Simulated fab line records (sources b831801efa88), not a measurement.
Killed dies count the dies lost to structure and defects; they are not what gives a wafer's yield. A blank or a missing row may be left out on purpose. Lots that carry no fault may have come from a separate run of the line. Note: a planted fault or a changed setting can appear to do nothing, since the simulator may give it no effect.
fab line records | flow sky130
[record] lots = 5 wafers = 15 last-day = 49
route steps=708 shown LI_CONTACT@368 LOCAL_INTERCONNECT@387 PAD_OPEN@708
lots that met no fault: from a run of the same line without faults
start-h: hours from the record's first day to the start of the lot's first wafer shown | wait-h: how many hours have passed since the lot's step before this one | " identical to the entry in the row above | L1.1+2: several wafers, shown together as one row | - no value, or no start given | * or withheld: withheld | < > ~ a bound
route shown NAME@n: names a module that has steps shown in the file, with the first one's number in the route | usual: mean/standard deviation taken from wafers without a fault | same: alike in all rows | chamber/n: place in a boat | sites: per-site readings | _std_site: their standard deviation | _edge_site: mean of outer sites minus mean of inner sites | radius-mm: how far each site lies from the wafer's centre | mask NAME#n: copy n | behind: tool/chamber where the wafer was last shaped | hold: why the lot was held/for how many hours/how that ended | device: the transistor (n, p or np) that didn't switch | end of line: the tests these same wafers got at the end of their route | a step with no rows: only its recipe | killed: count of dies lost to structure and defects at first sort (not the wafer's yield) | map: a wafer's dies, x killed, . not, _ none there
set.NAME: the setting that was run; set.NAME@STEP: the one run at that earlier step | model.NAME: the simulator's own value behind a step, which no gauge read
lots at selected steps of the route; one table per step, one row per wafer
services: the hour from which a tool's chamber was out of use, counted from the record's first day as start-h (under 0 if before that day), plus the number of hours and why
[[steps]]
[step SKY_LI_CONTACT_COAT_06]
[recipe] resist = BARC temp-c = withheld time-s = withheld spin-rpm = 3000 resist-thk-nm = 60
[step SKY_LI_CONTACT_COAT_07]
[recipe] resist = KrF-thick spin-rpm = 3000 resist-thk-nm = 450
[step SKY_LI_CONTACT_SOFTBAKE_08]
[recipe] temp-c = 100 time-s = 90 resist = KrF-thick
[step SKY_LI_CONTACT_EXPOSE_09]
[recipe] mask-id = LICM1 na = 0.8 source-shape = annular sigma-inner = 0.55 sigma-outer = 0.85 target-cd-nm = 170 dose-mj = 38
[step SKY_LI_CONTACT_PEB_10]
[recipe] peb-temp-c = withheld peb-time-s = withheld resist = KrF-thick
[step SKY_LI_CONTACT_DEVELOP_11]
[recipe] develop-time-s = 60 resist = KrF-thick dev-temp-c = 21
[step SKY_LI_CONTACT_CD_MEAS_12]
[recipe] target-cd-nm = 170
[usual] cd-nm = 170.1/1.3
// columns lot.wafer tool chamber start-h wait-h cd-nm
L389.1 cd-sem-02 - 685.56 - 166.4
L389.4 " - " " 168.8
L389.5 " - " " 168.2
L388.3 cd-sem-02 - 688.10 - 170.9
L388.4 " - " " 170.7
L388.6 " - " " 172.9
L390.3 cd-sem-02 - 703.93 - 169.5
L390.4 " - " " 168.9
L390.5 " - " " 168.2
L404.1 cd-sem-01 - 803.81 - 170.9
L404.2 " - " " 171.0
L404.6 " - " " 171.5
L405.1 cd-sem-01 - 808.24 - 170.2
L405.2 " - " " 171.0
L405.3 " - " " 170.6
[step SKY_LI_CONTACT_OVL_MEAS_13]
[usual] LI_CONTACT_OVL = -5/4.7
// columns lot.wafer tool chamber start-h wait-h LI_CONTACT_OVL[nm]
L389.1 overlay-02 - 685.68 0.1 -8
L389.4 " - " " -6
L389.5 " - " " -11
L388.3 overlay-02 - 688.20 0.1 5
L388.4 " - " " -1
L388.6 " - " " -1
L390.3 overlay-01 - 704.02 0.1 -5
L390.4 " - " " 1
L390.5 " - " " 5
L404.1 overlay-01 - 803.93 0.1 1
L404.2 " - " " 1
L404.6 " - " " 1
L405.1 overlay-02 - 808.36 0.1 -9
L405.2 " - " " -11
L405.3 " - " " -14
[step SKY_LI_CONTACT_ETCH_14]
[recipe] chemistry = N2/H2 target = BARC ion-energy-ev = 200 source-w = 500 bias-w = 100 pressure-mtorr = 30 n2-flow-sccm = 100 h2-flow-sccm = 200 stop-on = SiO2 time-s = 45.9 target-depth-a = 600
[usual] bias-w = 99.97/0.27 drypump-motor-current-A = 5.9/0.39 oes-product-au = 0.855/0.0047 throttle-valve-pct = 13.225/0.0092
// columns lot.wafer tool chamber start-h wait-h bias-w drypump-motor-current-A oes-product-au rf-hours-counter-h throttle-valve-pct
L389.1 rie-diel-03 1 685.72 0.0 99.69 6.0 0.861 16 13.220
L389.4 " 1 " " 99.51 6.0 0.850 - 13.223
L389.5 " 2 " " 99.50 6.0 0.858 - 13.212
L388.3 rie-diel-02 2 688.22 0.0 100.12 5.8 0.858 16 13.203
L388.4 " 1 " " 100.11 6.2 0.852 4 13.231
L388.6 " 2 " " 100.11 5.8 0.854 - 13.221
L390.3 rie-diel-02 1 704.04 0.0 99.60 6.2 0.851 4 13.237
L390.4 " 3 " " 99.23 5.5 0.855 - 13.243
L390.5 " 1 " " 100.19 6.1 0.861 - 13.232
L404.1 rie-diel-03 2 803.97 0.0 100.18 6.0 0.858 6 13.211
L404.2 " 1 " " 99.83 6.0 0.855 20 13.211
L404.6 " 1 " " 100.28 5.9 0.857 - 13.230
L405.1 rie-diel-03 0 808.39 0.0 100.27 6.4 0.857 21 13.225
L405.2 " 2 " " 100.28 6.0 0.850 6 13.229
L405.3 " 3 " " 99.78 5.9 0.853 2 13.201
[step SKY_LI_CONTACT_ETCH_15]
[recipe] target = PSG chemistry = C4F8/O2/Ar stop-on = Si taper-deg = 4.15 mask-material = KrF-thick source-w = 1447 bias-w = 1200 pressure-mtorr = 40 c4f8-flow-sccm = withheld O2_flow_sccm = 6 Ar_flow_sccm = 300 time-s = withheld target-depth-a = 6000
[step SKY_LI_CONTACT_STRIP_16]
[recipe] chemistry = O2/N2 power-w = 1400 pressure-mtorr = 1500 platen-temp-c = withheld o2-flow-sccm = 3000 n2-flow-sccm = 300 overash-fraction = 0.5
[usual] drypump-motor-current-A = 5.98/0.15 oes-product-au = 0.378/0.0047 strip-time-to-endpoint-s = 3.53/0.036
// columns lot.wafer tool chamber start-h wait-h drypump-motor-current-A oes-product-au rf-hours-counter-h strip-time-to-endpoint-s
L389.1 plasma-asher-03 1 685.84 - 5.97 0.378 54 3.51
L389.4 " 0 " " 6.15 0.379 - 3.51
L389.5 " 0 " " 6.14 0.382 - 3.52
L388.3 plasma-asher-03 0 688.38 - 6.16 0.383 - 3.53
L388.4 " 1 " " 5.99 0.375 - 3.57
L388.6 " 0 " " 6.16 0.379 - 3.52
L390.3 plasma-asher-04 0 704.20 - 6.07 0.378 - 3.59
L390.4 " 1 " " 6.00 0.367 - 3.56
L390.5 " 0 " " 6.06 0.382 - 3.60
L404.1 plasma-asher-04 1 804.09 - 6.02 0.376 98 3.50
L404.2 " 0 " " 6.05 0.382 98 3.50
L404.6 " 0 " " 6.11 0.380 - 3.52
L405.1 plasma-asher-01 1 808.52 - 5.75 0.372 38 3.52
L405.2 " 0 " " 5.73 0.382 38 3.52
L405.3 " 1 " " 5.75 0.375 - 3.51
[step SKY_LI_CONTACT_CLEAN_17]
[recipe] chemistry = NMP time-s = 600 temp-c = 60 dry = n2-spin
[step SKY_LI_CONTACT_PRE_CLEAN_18]
[recipe] gas = Ar time-s = 5.6 bias-v = 358
// columns lot.wafer tool chamber start-h wait-h model.PSG_of_LI_CONTACT_HDPCVD_00.thk-nm
L389.1 pvd-sputter-02 - 686.12 0.0 591.3
L389.4 " - " " 591.7
L389.5 " - " " 592.6
L388.3 pvd-sputter-03 - 688.62 0.0 591.5
L388.4+6 " - " " 591.4
L390.3 pvd-sputter-03 - 704.48 0.0 595.9
L390.4 " - " " 591.5
L390.5 " - " " 592.5
L404.1 pvd-sputter-02 - 804.58 0.0 595.1
L404.2 " - " " 594.2
L404.6 " - " " 594.5
L405.1+3 pvd-sputter-02 - 808.80 0.0 590.9
L405.2 " - " " 590.3
[step SKY_LI_CONTACT_SPUTTER_19]
[recipe] material = Ti target-thk-nm = 20 chamber-pressure-pa = 5 power-w = 2500 substrate-temp-c = 200 time-s = 106.37
[usual] throttle-valve-pct = 30.0/1.2
// columns lot.wafer tool chamber start-h wait-h throttle-valve-pct
L389.1 pvd-sputter-02 - 686.14 0.0 29.4
L389.4 " - " " 28.5
L389.5 " - " " 32.1
L388.3 pvd-sputter-03 - 688.64 0.0 31.3
L388.4 " - " " 31.0
L388.6 " - " " 30.8
L390.3 pvd-sputter-03 - 704.50 0.0 30.0
L390.4 " - " " 28.6
L390.5 " - " " 31.0
L404.1 pvd-sputter-02 - 804.59 0.0 32.1
L404.2 " - " " 28.4
L404.6 " - " " 29.6
L405.1 pvd-sputter-02 - 808.82 0.0 29.7
L405.2 " - " " 29.0
L405.3 " - " " 32.1
[step SKY_LI_CONTACT_SPUTTER_20]
[recipe] material = TiN target-thk-nm = 20 chamber-pressure-pa = 5 power-w = 4000 time-s = 80
[usual] throttle-valve-pct = 30.0/1.2
// columns lot.wafer tool chamber start-h wait-h throttle-valve-pct
L389.1 pvd-sputter-02 - 686.21 0.0 29.3
L389.4 " - " " 28.4
L389.5 " - " " 32.1
L388.3 pvd-sputter-03 - 688.72 0.0 31.3
L388.4 " - " " 30.7
L388.6 " - " " 30.7
L390.3 pvd-sputter-03 - 704.57 0.0 29.8
L390.4 " - " " 28.7
L390.5 " - " " 31.3
L404.1 pvd-sputter-02 - 804.67 0.0 32.1
L404.2 " - " " 28.4
L404.6 " - " " 29.8
L405.1 pvd-sputter-02 - 808.89 0.0 29.4
L405.2 " - " " 29.3
L405.3 " - " " 32.2
[step SKY_LI_CONTACT_CVD_21]
[recipe] material = W target-thk-nm = 400 time-s = 120.56 temp-c = 400 pressure-torr = 40
[usual] heater-power-w = 892/65 susceptor-temp-C = 400.01/0.22
// columns lot.wafer tool chamber start-h wait-h heater-power-w susceptor-temp-C
L389.1 cvd-w-01 0 686.27 0.0 871 400.08
L389.4 " 1 " " 874 399.54
L389.5 " 0 " " 900 400.21
L388.3 cvd-w-02 0 688.82 0.1 990 400.11
L388.4 " 1 " " 836 400.23
L388.6 " 1 " " 831 400.11
L390.3 cvd-w-02 1 704.68 0.1 822 400.11
L390.4 " 0 " " 988 400.00
L390.5 " 0 " " 975 400.25
L404.1 cvd-w-02 1 804.73 0.0 831 400.03
L404.2 " 0 " " 1011 400.23
L404.6 " 1 " " 824 399.87
L405.1 cvd-w-02 0 808.95 0.0 963 400.12
L405.2 " 1 " " 824 400.10
L405.3 " 1 " " 810 399.61
[step SKY_LI_CONTACT_RS_MEAS_22]
[recipe] thk-meas-gauge = four-point-probe reads = W_of_LI_CONTACT_CVD_21+TiN_of_LI_CONTACT_SPUTTER_20+Ti_of_LI_CONTACT_SPUTTER_19
[usual] LI_CONTACT_W_RS = 0.286/0.0034
// columns lot.wafer tool chamber start-h wait-h LI_CONTACT_W_RS[ohm/sq]
L389.1 film-metro-02 - 686.40 0.1 0.290
L389.4 " - " " 0.291
L389.5 " - " " 0.286
L388.3 film-metro-01 - 688.95 0.1 0.282
L388.4 " - " " 0.282
L388.6 " - " " 0.281
L390.3 film-metro-04 - 704.80 0.1 0.286
L390.4 " - " " 0.287
L390.5 " - " " 0.286
L404.1 film-metro-01 - 804.86 0.1 0.286
L404.2 " - " " 0.289
L404.6 " - " " 0.282
L405.1 film-metro-04 - 809.08 0.1 0.290
L405.2 " - " " 0.284
L405.3 " - " " 0.290
[step SKY_LI_CONTACT_THK_MEAS_23]
[recipe] thk-meas-gauge = xrf reads = W_of_LI_CONTACT_CVD_21
[usual] LI_CONTACT_W_THK = 410/5.7
// columns lot.wafer tool chamber start-h wait-h LI_CONTACT_W_THK[nm]
L389.1 film-metro-02 - 686.52 0.1 407
L389.4 " - " " 405
L389.5 " - " " 411
L388.3 film-metro-01 - 689.05 0.1 412
L388.4 " - " " 415
L388.6 " - " " 416
L390.3 film-metro-04 - 704.90 0.1 416
L390.4 " - " " 413
L390.5 " - " " 413
L404.1 film-metro-01 - 804.98 0.1 407
L404.2 " - " " 399
L404.6 " - " " 413
L405.1 film-metro-04 - 809.20 0.1 403
L405.2 " - " " 415
L405.3 " - " " 408
[step SKY_LI_CONTACT_CMP_24]
[recipe] stop-on = PSG t-overpolish-s = 20 down-force-psi = 3.5 platen-rpm = 60 target-thk-nm = 0 pad-velocity-m-s = 0.94248
[usual] motor-current-A = 11.1/1.4 overpolish-run-s = 20.001/0.0095 time-to-endpoint-s = 97/3.9
// columns lot.wafer tool chamber start-h wait-h motor-current-A overpolish-run-s time-to-endpoint-s model.PSG_of_LI_CONTACT_HDPCVD_00.thk-nm
L389.1 cmp-01 1 686.58 0.1 10.9 19.992 98 586.9
L389.4 " 3 " " 11.8 19.997 99 587.3
L389.5 " 2 " " 8.8 19.999 95 588.2
L388.4 cmp-01 2 689.19 0.1 9.2 20.003 94 587
L388.3 " 1 " " 11.2 19.992 97 587.1
L388.6 " 3 " " 12.1 19.991 100 587
L390.4 cmp-01 0 704.99 0.1 12.0 19.997 91 587.1
L390.3 " 2 " " 8.9 20.005 90 591.5
L390.5 " 3 " " 11.9 19.984 96 588.1
L404.2 cmp-02 0 805.04 0.0 10.2 19.993 96 589.8
L404.1 " 3 " " 9.4 20.003 96 590.7
L404.6 " 0 " " 10.1 20.012 94 590.1
L405.3 cmp-02 0 809.31 0.1 10.6 20.027 91 586.5
L405.2 " 1 " " 13.6 19.989 90 585.9
L405.1 " 2 " " 10.9 19.993 95 586.5
[step SKY_LOCAL_INTERCONNECT_SPUTTER_00]
[recipe] material = TiN target-thk-nm = 100 temp-c = 300 power-w = 6500 time-s = 83.3 chamber-pressure-pa = 0.4
[step SKY_PAD_OPEN_PROBE_99]
[usual] killed_at_M0_to_M3 = 43/7.6 killed_at_M4_up = 2.8/1.9 killed-at-contacts = 24/4.7 killed-at-front-end = 16/4.4 killed-at-other = 0.2/0.4 killed-dies = 86/9.9 killed-open = 47/8.2 killed-short = 39/6.3
[same] gross-dies = 492 killed-at-back-side = 0
// columns lot.wafer tool chamber start-h wait-h killed_at_M0_to_M3 killed_at_M4_up killed-at-contacts killed-at-front-end killed-at-other killed-dies killed-open killed-short model.etest.nfet-g5v0d10v5.r-on-ohm-um model.etest.licon-ndiff.rc-ohm model.etest.nfet_01v8.r-on-ohm-um model.etest.sonos-uncharged.r-on-ohm-um model.etest.licon-pdiff.rc-ohm model.etest.pfet_01v8.r-on-ohm-um model.etest.pfet-g5v0d10v5.r-on-ohm-um model.etest.licon-poly.rc-ohm
L389.1 prober-01 - 1083.78 0.1 56 3 20 20 0 99 55 44 1949 192 834.8 829.5 596.3 3010 4917 160.6
L389.4 prober-01 - 1083.93 0.2 39 5 18 13 0 75 33 42 1952 181.1 840.2 816.4 597.7 3019 4914 149.2
L389.5 prober-01 - 1083.98 0.2 43 3 29 22 0 97 50 47 1924 186.1 821.4 808.5 594.6 2934 4926 155.3
L388.3 prober-02 - 1084.58 0.2 38 5 26 19 0 88 45 43 1956 183.4 830.1 818.3 589.5 2851 4814 146.5
L388.4 prober-02 - 1084.63 0.2 49 2 37 19 0 107 58 49 1946 178.2 831.1 802.4 571 2852 4779 151.5
L388.6 prober-02 - 1084.73 0.2 45 3 15 24 0 87 46 41 1930 179.9 822.3 815.7 553.1 2842 4743 147.7
L390.3 prober-02 - 1096.74 0.2 39 4 29 17 0 89 46 43 2364 505 1140 1081 857.3 3202 5156 316
L390.4 prober-02 - 1096.79 0.2 44 5 30 22 0 101 50 51 1962 192.8 836.2 810.4 596.4 2937 4925 159.2
L390.5 prober-02 - 1096.84 0.2 36 2 25 13 1 77 42 35 1980 186.2 858.5 843.6 582.6 3033 4987 155.4
L404.1 prober-01 - 1170.57 0.1 46 1 27 15 0 89 48 41 1929 172.8 840.1 798.5 587 2830 4832 147
L404.2 prober-01 - 1170.62 0.1 40 0 25 10 0 75 43 32 1955 173.4 862.7 815.8 578.5 2950 4859 146.6
L404.6 prober-01 - 1170.82 0.2 37 0 25 15 0 77 50 27 1957 178.4 837.3 823.5 564 2883 4834 148.4
L405.1 prober-02 - 1174.19 0.1 40 1 26 14 1 82 48 34 1945 181.5 854.8 836.3 566.1 2933 4877 148.5
L405.2 prober-02 - 1174.24 0.1 51 1 19 16 0 87 51 36 1965 176.4 861.4 809.5 584.2 2912 4867 144.6
L405.3 prober-02 - 1174.29 0.2 39 1 20 17 0 77 45 32 1934 184.7 857.6 825.5 586.6 2897 4824 153.8
// killed by level:class
L389.1 VIA1:geometric-particle:open=12 METAL2:geometric-particle:short=11 VIA2:geometric-particle:open=8 LI_CONTACT:geometric-particle:open=7 VIA1:geometric-particle:short=7 FIELD_ISO:geometric-particle:open=6 POLY_GATE:geometric-particle:open=5 CONTACT:geometric-particle:open=5
L389.4 CONTACT:geometric-particle:open=9 VIA3:geometric-particle:open=6 METAL1:geometric-particle:short=5 VIA1:geometric-particle:open=5 VIA2:geometric-particle:open=5 METAL4:geometric-particle:short=5 VIA1:geometric-particle:short=4 METAL3:geometric-particle:short=4
L389.5 LI_CONTACT:geometric-particle:open=10 VIA1:geometric-particle:open=8 CONTACT:geometric-particle:short=6 VIA2:geometric-particle:open=6 METAL1:geometric-particle:short=6 POLY_GATE:geometric-particle:open=5 VIA3:geometric-particle:open=5 LOCAL_INTERCONNECT:geometric-particle:short=5
L388.3 VIA1:geometric-particle:open=11 LI_CONTACT:geometric-particle:open=9 METAL2:geometric-particle:short=7 POLY_GATE:geometric-particle:open=7 METAL1:geometric-particle:short=7 LOCAL_INTERCONNECT:geometric-particle:short=6 METAL4:geometric-particle:short=5 FIELD_ISO:geometric-particle:short=4
L388.4 VIA1:geometric-particle:open=14 CONTACT:geometric-particle:open=10 LI_CONTACT:geometric-particle:open=9 METAL1:geometric-particle:short=8 FIELD_ISO:geometric-particle:short=7 VIA1:geometric-particle:short=7 CONTACT:geometric-particle:short=7 VIA2:geometric-particle:open=6
L388.6 VIA3:geometric-particle:open=11 METAL1:geometric-particle:short=10 LI_CONTACT:geometric-particle:open=10 FIELD_ISO:geometric-particle:open=7 FIELD_ISO:geometric-particle:short=6 VIA1:geometric-particle:short=5 VIA2:geometric-particle:open=5 POLY_GATE:geometric-particle:short=4
L390.3 CONTACT:geometric-particle:open=10 VIA3:geometric-particle:open=9 CONTACT:geometric-particle:short=7 VIA2:geometric-particle:open=7 VIA1:geometric-particle:short=6 VIA1:geometric-particle:open=6 LI_CONTACT:geometric-particle:open=5 METAL2:geometric-particle:short=5
L390.4 VIA1:geometric-particle:open=15 LI_CONTACT:geometric-particle:open=10 LOCAL_INTERCONNECT:geometric-particle:short=10 POLY_GATE:geometric-particle:open=9 VIA1:geometric-particle:short=7 POLY_GATE:geometric-particle:short=5 CONTACT:geometric-particle:short=5 METAL4:geometric-particle:short=5
L390.5 CONTACT:geometric-particle:open=10 METAL3:geometric-particle:short=8 VIA3:geometric-particle:open=7 LI_CONTACT:geometric-particle:open=6 METAL2:geometric-particle:short=5 VIA1:geometric-particle:open=5 FIELD_ISO:geometric-particle:open=4 LOCAL_INTERCONNECT:geometric-particle:short=4
L404.1 VIA1:geometric-particle:open=10 CONTACT:geometric-particle:open=8 LI_CONTACT:geometric-particle:open=8 VIA3:geometric-particle:open=7 VIA1:geometric-particle:short=6 METAL1:geometric-particle:short=6 VIA2:geometric-particle:open=6 POLY_GATE:geometric-particle:short=5
L404.2 VIA1:geometric-particle:open=12 CONTACT:geometric-particle:open=8 LI_CONTACT:geometric-particle:open=7 METAL2:geometric-particle:short=7 METAL1:geometric-particle:short=6 FIELD_ISO:geometric-particle:short=4 LOCAL_INTERCONNECT:geometric-particle:short=4 VIA3:geometric-particle:open=4
L404.6 VIA1:geometric-particle:open=11 CONTACT:geometric-particle:open=10 LI_CONTACT:geometric-particle:open=8 VIA2:geometric-particle:open=7 POLY_GATE:geometric-particle:open=6 POLY_GATE:geometric-particle:short=6 VIA3:geometric-particle:open=5 CONTACT:geometric-particle:short=4
L405.1 METAL2:geometric-particle:short=9 CONTACT:geometric-particle:open=8 VIA2:geometric-particle:open=8 VIA1:geometric-particle:open=7 LI_CONTACT:geometric-particle:open=7 POLY_GATE:geometric-particle:open=5 LOCAL_INTERCONNECT:geometric-particle:short=5 FIELD_ISO:geometric-particle:open=4
L405.2 VIA1:geometric-particle:open=9 VIA2:geometric-particle:open=8 VIA1:geometric-particle:short=7 VIA3:geometric-particle:open=7 METAL1:geometric-particle:short=6 LOCAL_INTERCONNECT:geometric-particle:short=6 CONTACT:geometric-particle:open=6 FIELD_ISO:geometric-particle:open=5
L405.3 VIA1:geometric-particle:open=8 CONTACT:geometric-particle:open=7 LI_CONTACT:geometric-particle:open=6 VIA3:geometric-particle:open=6 VIA1:geometric-particle:short=6 METAL2:geometric-particle:short=6 POLY_GATE:geometric-particle:open=5 FIELD_ISO:geometric-particle:short=4
[[services]]
// columns tool chamber start-h hours kind
rie-diel-03 0 667.85 6.4 repair
pvd-sputter-03 - 671.51 1.1 repair
plasma-asher-04 - 683.46 4.0 pm
rie-diel-03 3 684.45 - clean
rie-diel-03 3 684.45 32.1 scheduled-down
rie-diel-03 3 684.45 32.1 vent-cycle
pvd-sputter-02 - 690.91 5.2 repair
rie-diel-02 2 699.89 67.7 repair
plasma-asher-01 - 700.02 7.3 repair
cmp-02 - 703.34 2.3 repair
cmp-02 - 706.39 0.6 repair
pvd-sputter-02 2 707.06 - consumable-replace:kit
pvd-sputter-02 2 707.06 18.0 scheduled-down
pvd-sputter-02 2 707.06 18.0 vent-cycle
cvd-w-02 - 715.79 6.9 pm
plasma-asher-03 - 737.53 1.7 repair
rie-diel-03 0 738.67 1.9 repair
cmp-01 - 744.00 4.0 pm
cvd-w-01 - 744.86 0.8 repair
rie-diel-03 2 747.69 1.2 repair
cmp-01 - 748.00 - consumable-replace:conditioner
cmp-01 - 748.00 - consumable-replace:pad
cmp-01 - 748.00 8.8 pm
rie-diel-02 3 756.92 5.2 repair
[[key]]
first-sign none at tools or gauges
[model-effect] step = SKY_LI_CONTACT_PRE_CLEAN_18 value = PSG_of_LI_CONTACT_HDPCVD_00.thk-nm without = 591.4 struck = 595.9
[model-effect] step = SKY_LI_CONTACT_CMP_24 value = PSG_of_LI_CONTACT_HDPCVD_00.thk-nm without = 587 struck = 591.5
[model-effect] step = SKY_PAD_OPEN_PROBE_99 value = etest.nfet-g5v0d10v5.r-on-ohm-um without = 1996 struck = 2364
met-at SKY_LI_CONTACT_PRE_CLEAN_18
struck-wafers L390.3
tester-left-out L390
[fault] kind = process-parameter-drift tool = pvd-sputter-03 chamber = - onset-h = 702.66 steps = SKY_LI_CONTACT_PRE_CLEAN_18 channel = time-s offset = * shape = step end-h = 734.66 acts-in = * stated = * scope = struck-wafers-only
// tester-left-out: of these lots the tester's yield and bins aren't shown, on N5 and GAA mostly nor the transistor test; their killed dies are dies lost to structure and defects alone, not to doping, threshold or leakage, so they don't give the yield
